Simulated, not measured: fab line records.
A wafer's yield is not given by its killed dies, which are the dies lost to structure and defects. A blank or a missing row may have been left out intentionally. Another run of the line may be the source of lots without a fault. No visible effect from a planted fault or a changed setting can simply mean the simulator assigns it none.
The same fault as seen by 2 desks | flow sky130 | each desk has only its own numbers; what lay behind them comes last

TOOL OWNER'S DESK, pvd-sputter-01
The tool's own readings at SKY_METAL4_SPUTTER_00 (material Ti, target thk 15 nm, time 10 s): means of the sampled wafers that have a number, for each lot that ran on this tool. Any lot whose mean is over 4 standard deviations away from the usual mean is out of limits and marked OUT; that distance is given in the brackets.
Columns: A = chamber-pressure-pa at SKY_METAL4_SPUTTER_00, usual 0.4000 Pa; B = throttle-valve-pct at SKY_METAL4_SPUTTER_00, usual 29.9 %
lot  | first seen here | A                | B
L843 | day 40 19:10    | 0.4007           | 30.5
L851 | day 42 04:17    | 0.4000           | 29.9
L856 | day 46 09:40    | 0.4001           | 29.9
L855 | day 46 10:20    | 0.3997           | 29.9
L860 | day 46 11:03    | 0.4002           | 30.0
L857 | day 46 18:27    | 0.4157 (+18) OUT | 30.0
L859 | day 46 23:33    | 0.4301 (+35) OUT | 28.9
This desk finds L857, L859 out of limits, L857 being first, at day 46 18:27 (chamber-pressure-pa at SKY_METAL4_SPUTTER_00). In limits: L843, L851, L856, L855, L860.

METROLOGY DESK
What the gauges read, lot by lot, whatever tool the lot ran on: means of the sampled wafers that have a number. Any lot whose mean is over 4 standard deviations away from the usual mean is out of limits and marked OUT; that distance is given in the brackets.
Columns: A = VIA3_OVL at SKY_VIA3_OVL_MEAS_13, usual 0 nm
lot  | first seen here | A
L842 | day 40 13:30    | -6
L843 | day 40 17:46    | -4
L848 | day 40 18:51    | 6
L851 | day 42 02:55    | -8
L856 | day 46 08:16    | 0
L854 | day 46 08:40    | -3
L855 | day 46 08:55    | 3
L860 | day 46 09:39    | -1
L852 | day 46 10:52    | 0
L857 | day 46 17:04    | 2
L864 | day 46 20:18    | 2
L859 | day 46 21:55    | -1
This desk found nothing out of limits on any of the 12 lots.

ALL TOGETHER
The tool owner's desk had the chance to raise an alarm at day 46 18:27 on L857, L859.
At the metrology desk, nothing out of limits was observed.
The metrology desk has L857, L859 on record, within its limits.
All the named lots went through SKY_METAL4_SPUTTER_00 on pvd-sputter-01.

WHAT THE SIMULATOR HAD INSERTED
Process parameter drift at SKY_METAL4_SPUTTER_00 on pvd-sputter-01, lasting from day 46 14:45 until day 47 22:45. Setting chamber-pressure-pa, moved by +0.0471, from 0.4. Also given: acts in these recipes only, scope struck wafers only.
Struck lots among those shown: L857, L859.
Time in hours from fault onset to the first out-of-limits reading at each desk: the tool owner's desk, 4.
